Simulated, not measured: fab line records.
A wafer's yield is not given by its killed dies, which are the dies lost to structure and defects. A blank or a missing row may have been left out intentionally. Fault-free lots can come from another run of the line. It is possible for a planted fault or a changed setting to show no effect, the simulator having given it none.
Which tool was responsible? -- flow sky130 -- 30 wafers from 10 lots sampled at 2 of the route's 708 steps

== WHAT THE GAUGES SHOWED, per wafer ==
SKY_GATE_OXIDE_OVL_MEAS_10.
lot,measured,on,GATE_OXIDE_OVL (nm)
L398,day 14 12:17,overlay-01,0.0 -2.9 -0.9
L399,day 14 14:05,overlay-01,0.7 -1.0 -1.6
L408,day 17 22:57,overlay-01,-0.4 0.8 0.7
L410,day 18 14:58,overlay-01,1.1 -0.5 1.6
L412,day 19 19:27,overlay-02,0.3 -0.2 0.9
L413,day 20 00:32,overlay-02,-1.8 -1.0 -1.2
L414,day 20 05:02,overlay-01,1.2 1.0 1.7
L415,day 20 14:42,overlay-02,-0.4 0.8 2.1
L416,day 20 23:41,overlay-02,-1.4 1.0 -0.6
L418,day 21 12:02,overlay-01,-1.8 -0.1 -0.2

== EACH LOT AND THE TOOL THAT RAN IT (in order: tool; ch and the chambers of the sampled wafers; start) ==
lot,SKY_SONOS_ONO_ETCH_15
L398,"rieDiel-03 ch 0,2,3, day 13 07:57"
L399,"rieDiel-01 ch 0,3, day 13 10:32"
L408,"rieDiel-02 ch 2,3, day 16 14:50"
L410,"rieDiel-01 ch 0,1,3, day 17 05:59"
L412,"rieDiel-02 ch 0,3, day 18 10:03"
L413,"rieDiel-01 ch 0,2,3, day 18 15:38"
L414,"rieDiel-02 ch 1,3, day 18 17:44"
L415,"rieDiel-02 ch 0,3, day 19 05:20"
L416,"rieDiel-02 ch 1,2,3, day 19 15:05"
L418,"rieDiel-02 ch 0,1,2, day 20 02:59"
- SKY_SONOS_ONO_ETCH_15: etches the open film in CHF3/O2, target depth 19.52 nm, time 7.8 s.

== WHAT THE TOOLS THEMSELVES READ (means of the sampled wafers that have a number; where no wafer has one, the mark that the record gives instead) ==
SKY_SONOS_ONO_ETCH_15.
lot,tool,chamberPressureMTorr (mTorr),drypumpMotorCurrentA (A),oesProductAu (a.u.),throttleValvePct (%)
L398,rieDiel-03,40.01,5.6,0.997,8.830
L399,rieDiel-01,40.00,5.8,0.996,8.824
L408,rieDiel-02,39.98,5.6,0.994,8.834
L410,rieDiel-01,40.01,5.9,1.006,8.822
L412,rieDiel-02,40.01,5.6,0.982,8.820
L413,rieDiel-01,39.99,5.6,1.006,8.829
L414,rieDiel-02,39.98,5.7,0.988,8.825
L415,rieDiel-02,40.01,5.6,0.982,8.809
L416,rieDiel-02,39.99,5.7,0.984,8.821
L418,rieDiel-02,39.99,6.0,0.987,8.815

== THE ANSWER, worked out from the rows above alone ==
Rule: the usual values come from the lots themselves. Put in order of their means at a reading, lots are off if they are a third of the lots or fewer, leave a main group of 4 or more, and stand apart from it by a gap of 3 or more times the standard deviation of the main group's means; of several such gaps the widest counts. The tables above print the reading to a certain number of digits; a main group whose means all agree to those digits is not used. Also off: a lot with no number at a reading for which 4 or more lots have one. All remaining lots with rows at the step are treated as sound. After the gauges, taken in route order, come the tools' own readings; for these a lot's mean is taken, as printed above. The first step at which some lot is off is used, and at that step the reading that is off furthest; a lot without a number counts as furthest.
No lot is off at any reading shown: from this, nothing can be told.

== WHAT HAD BEEN PUT IN BY THE SIMULATOR ==
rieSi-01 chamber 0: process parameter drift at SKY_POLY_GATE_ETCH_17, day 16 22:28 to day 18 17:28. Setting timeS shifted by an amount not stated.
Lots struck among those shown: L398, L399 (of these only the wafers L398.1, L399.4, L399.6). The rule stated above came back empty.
